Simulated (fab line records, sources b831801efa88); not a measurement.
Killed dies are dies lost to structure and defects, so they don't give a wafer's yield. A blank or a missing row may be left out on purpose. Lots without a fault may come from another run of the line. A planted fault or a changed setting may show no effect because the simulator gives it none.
A struck lot beside a sound one | flow sky130 | 14 steps out of a route of 708
Sound: wafers L638.2, L638.3, L638.5. Struck: wafers L648.1, L648.2, L648.3. The cause comes at the end.
At each step with rows: each side's tool, then ch and its chambers, then its first start. Under that, the readings that differ: sound wafers | struck wafers | difference of the means | sigmas: that difference in standard deviations of wafers without a fault.
alike: readings whose means differ by less than 2 such deviations, and words and numbers that are the same on both sides. not compared: withheld readings, readings that some wafer has no value for, bounds like >300 that may hide the same value, and numbers for which the record gives no deviation and whose values overlap.
The two part at a step that has a row with sigmas, a row that says differs or no value, or rows on one side only. Numbers that don't overlap but have no deviation are shown without sigmas and don't part them. A reading that every wafer of one side lacks parts them only if that side has two wafers or more.

SKY_METAL1_THK_MEAS_06: measures by xrf.
  sound on film_metro-01, day 33 07:39; struck on film_metro-02, day 36 16:33
  alike: METAL1_ALCU_THK
then, 8 steps without rows for these wafers: SKY_METAL1_DEHYDRATE_07 (time 60 s); SKY_METAL1_HMDS_08 (prime time 60 s); SKY_METAL1_COAT_09 (resist thk 60 nm); SKY_METAL1_COAT_10 (resist thk 450 nm); SKY_METAL1_SOFTBAKE_11 (time 90 s); SKY_METAL1_EXPOSE_12 (exposes mask MM1, target cd 140 nm); SKY_METAL1_PEB_13; SKY_METAL1_DEVELOP_14 (develop time 60 s).
SKY_METAL1_CD_MEAS_15: target cd 140 nm.
  sound on cd_sem-02, day 34 09:50; struck on cd_sem-01, day 37 18:22
  alike: cd_nm
SKY_METAL1_OVL_MEAS_16:
  sound on overlay-01, day 34 09:57; struck on overlay-01, day 37 18:29
  alike: METAL1_OVL
SKY_METAL1_DESCUM_17: chemistry O2, time 8 s.
  sound on rie_metal-01 ch 0,1, day 34 09:59; struck on rie_metal-01 ch 0,1, day 37 18:31
  alike: drypump_motor_current_A, oes_product_au
  not compared: rf_hours_counter_h
SKY_METAL1_ETCH_18: etches BARC in N2/H2, stops on SiO2, time 45.9 s, target depth 60 nm.
  sound on rie_metal-01 ch 0,1, day 34 10:01; struck on rie_metal-01 ch 0,1, day 37 18:33
  reading                                       | sound             | struck            | difference | sigmas
  rf_fwd_power_W (W)                            | 493.5 494.7 496.6 | 414.8 413.4 413.2 | -81.1      | -48
  model.KrF-thick_of_METAL1_COAT_10.thk_nm (nm) | 393.3 392.8 392.7 | 399.8 400.8 399.5 | +7.1       |
  alike: drypump_motor_current_A, oes_product_au, throttle_valve_pct
  not compared: rf_hours_counter_h
SKY_METAL1_METAL_ETCH_19: etches the open film in Cl2/BCl3, stops on SiO2, target depth 360 nm, time 78 s.
  sound on rie_metal-01 ch 0,1, day 34 10:04; struck on rie_metal-01 ch 0,1, day 37 18:37
  alike: drypump_motor_current_A, oes_product_au, rf_fwd_power_W, throttle_valve_pct
  not compared: rf_hours_counter_h

WHERE THEY PART
Only at SKY_METAL1_ETCH_18, within this record. Later steps at which nothing parts them and some readings are alike: SKY_METAL1_METAL_ETCH_19.

WHY: what the simulator had put in
Process parameter drift: rie_metal-01, from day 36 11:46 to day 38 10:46, at SKY_METAL1_ETCH_18. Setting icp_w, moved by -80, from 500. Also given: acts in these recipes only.
